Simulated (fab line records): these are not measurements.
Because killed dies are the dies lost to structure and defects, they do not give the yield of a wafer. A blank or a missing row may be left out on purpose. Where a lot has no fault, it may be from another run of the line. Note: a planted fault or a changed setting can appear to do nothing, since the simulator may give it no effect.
The tool behind it: which one? || flow sky130 || 6 lots, 18 wafers sampled, at 4 steps of a route of 708

## WHAT THE GAUGES READ, wafer by wafer
SKY_POLY_GATE_CD_MEAS_13: target cd 150 nm.
{"lot": "L908", "measured": "day 16 23:24", "on": "cd-sem-02", "cd-nm (nm)": "151.2 150.8 151.1"}
{"lot": "L910", "measured": "day 17 22:56", "on": "cd-sem-02", "cd-nm (nm)": "149.5 150.1 149.1"}
{"lot": "L914", "measured": "day 18 22:45", "on": "cd-sem-02", "cd-nm (nm)": "150.0 150.2 151.6"}
{"lot": "L920", "measured": "day 21 01:28", "on": "cd-sem-02", "cd-nm (nm)": "149.3 148.0 149.1"}
{"lot": "L926", "measured": "day 23 10:43", "on": "cd-sem-01", "cd-nm (nm)": "152.0 152.1 152.0"}
{"lot": "L928", "measured": "day 23 21:56", "on": "cd-sem-01", "cd-nm (nm)": "149.7 149.0 149.7"}

## WHICH TOOL RAN EACH LOT (tool, then ch and the chambers of the sampled wafers, then the start)
{"lot": "L908", "SKY_FIELD_ISO_WET_ETCH_30": "wet-bench-04 ch 1, day 2 15:35", "SKY_PWDE_STRIP_09": "plasma-asher-04 ch 0,1, day 4 00:44", "SKY_RES_PROTECT_STRIP_07": "plasma-asher-01 ch 0,1, day 15 13:44"}
{"lot": "L910", "SKY_FIELD_ISO_WET_ETCH_30": "wet-bench-04 ch 2, day 3 04:14", "SKY_PWDE_STRIP_09": "plasma-asher-04 ch 0,1, day 4 15:32", "SKY_RES_PROTECT_STRIP_07": "plasma-asher-02 ch 1, day 16 15:53"}
{"lot": "L914", "SKY_FIELD_ISO_WET_ETCH_30": "wet-bench-04 ch 1, day 3 23:06", "SKY_PWDE_STRIP_09": "plasma-asher-04 ch 0,1, day 5 12:17", "SKY_RES_PROTECT_STRIP_07": "plasma-asher-04 ch 0, day 17 15:42"}
{"lot": "L920", "SKY_FIELD_ISO_WET_ETCH_30": "wet-bench-04 ch 2, day 5 06:08", "SKY_PWDE_STRIP_09": "plasma-asher-02 ch 0,1, day 6 20:36", "SKY_RES_PROTECT_STRIP_07": "plasma-asher-02 ch 1, day 19 17:26"}
{"lot": "L926", "SKY_FIELD_ISO_WET_ETCH_30": "wet-bench-02 ch 1, day 6 14:25", "SKY_PWDE_STRIP_09": "plasma-asher-04 ch 0,1, day 8 08:35", "SKY_RES_PROTECT_STRIP_07": "plasma-asher-04 ch 0,1, day 22 02:53"}
{"lot": "L928", "SKY_FIELD_ISO_WET_ETCH_30": "wet-bench-02 ch 1, day 7 00:13", "SKY_PWDE_STRIP_09": "plasma-asher-04 ch 0,1, day 8 18:07", "SKY_RES_PROTECT_STRIP_07": "plasma-asher-04 ch 0,1, day 22 13:58"}
- SKY_FIELD_ISO_WET_ETCH_30: etches SiO2 in dHF, target depth 25 nm, time 50 s.
- SKY_PWDE_STRIP_09: strips in O2/N2.
- SKY_RES_PROTECT_STRIP_07: strips in O2/N2.

## THE ANSWER, worked out from the rows above alone
Rule: the lots themselves supply what counts as usual. Put in order of their means at a reading, lots are off if they are a third of the lots or fewer, leave a main group of 4 or more, and stand apart from it by a gap of 3 or more times the standard deviation of the main group's means; of several such gaps the widest counts. If all means in a main group match to the digits the tables above print for the reading, that group is not used. A lot without any number at a reading at which 4 lots or more have one is off too. All remaining lots with rows at the step are treated as sound.
Nothing can be told from this: no lot is off at any reading shown.

## WHAT THE SIMULATOR PUT IN
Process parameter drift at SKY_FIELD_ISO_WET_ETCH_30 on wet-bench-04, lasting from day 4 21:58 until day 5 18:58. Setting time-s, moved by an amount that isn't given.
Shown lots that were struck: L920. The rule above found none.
